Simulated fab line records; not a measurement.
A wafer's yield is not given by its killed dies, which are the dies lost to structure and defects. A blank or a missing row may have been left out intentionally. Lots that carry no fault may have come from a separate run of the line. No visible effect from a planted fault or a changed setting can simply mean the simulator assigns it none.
Matching of chambers ; flow sky130 ; 4 sister chambers for SKY_FIELD_ISO_CMP_27 on cmp-02
The step polishes, stops on Si3N4, t overpolish 16 s, target thk 457.8 nm. 16 wafers are shown with their chamber, then 8 later ones without.

## WAFERS, EACH WITH ITS CHAMBER
wafer;chamber;motor-current-A (A);time-to-endpoint-s (s);overpolish-run-s (s)
L443.1;3;11.0;126;16.008
L443.3;1;12.1;118;15.996
L443.4;2;11.5;119;16.003
L444.1;2;11.2;116;15.993
L444.3;3;11.1;123;16.001
L444.6;2;11.5;121;15.988
L448.1;3;10.6;123;16.010
L448.3;1;12.0;117;16.013
L448.4;0;13.8;115;16.006
L450.2;0;14.2;119;16.008
L450.3;2;12.1;121;15.992
L450.5;3;11.3;122;16.007
L453.3;0;13.7;116;15.993
L453.4;3;10.4;120;16.014
L453.5;1;12.8;120;16.010
L462.3;3;10.1;120;16.002

SIGNATURES, as means of the wafers listed above
reading;chamber 0;chamber 1;chamber 2;chamber 3;scatter within a chamber
motor-current-A;13.900;12.300;11.575;10.750;0.409
time-to-endpoint-s;116.67;118.33;119.25;122.33;2.15
overpolish-run-s;16.00233;16.00633;15.99400;16.00700;0.0067
Rule: for each reading, subtract the chamber's mean from the wafer's reading, divide by that reading's scatter and square the result; add these up over the readings and take the root, which gives the wafer's distance from the chamber. If the next closest chamber is less than 2 further off than the closest, the wafer can't be placed; otherwise it belongs to the closest. The scatter: the root of (the sum of the squares of (reading less its chamber's mean) over the shown wafers, divided by (wafers less chambers)).

## WAFERS WITHOUT THEIR CHAMBER
wafer;motor-current-A (A);time-to-endpoint-s (s);overpolish-run-s (s)
L462.4;11.5;116;15.980
L462.5;11.2;116;16.005
L463.2;10.9;120;16.003
L463.3;11.9;120;16.005
L463.6;10.7;124;16.001
L464.1;12.1;116;16.003
L464.3;14.1;113;15.992
L464.6;10.4;118;15.990

## THE CHAMBER EACH PASSED THROUGH
wafer;from the rows above;in truth
L462.4;can't be placed: 2 or 1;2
L462.5;can't be placed: 2 or 1 or 3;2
L463.2;can't be placed: 3 or 2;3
L463.3;can't be placed: 1 or 2 or 3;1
L463.6;3;3
L464.1;can't be placed: 1 or 2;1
L464.3;0;0
L464.6;can't be placed: 2 or 3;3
2 of 8 placed correctly. Not placeable from these rows: 6 (in 6, the candidates include the true chamber). Number placed wrongly: 0.
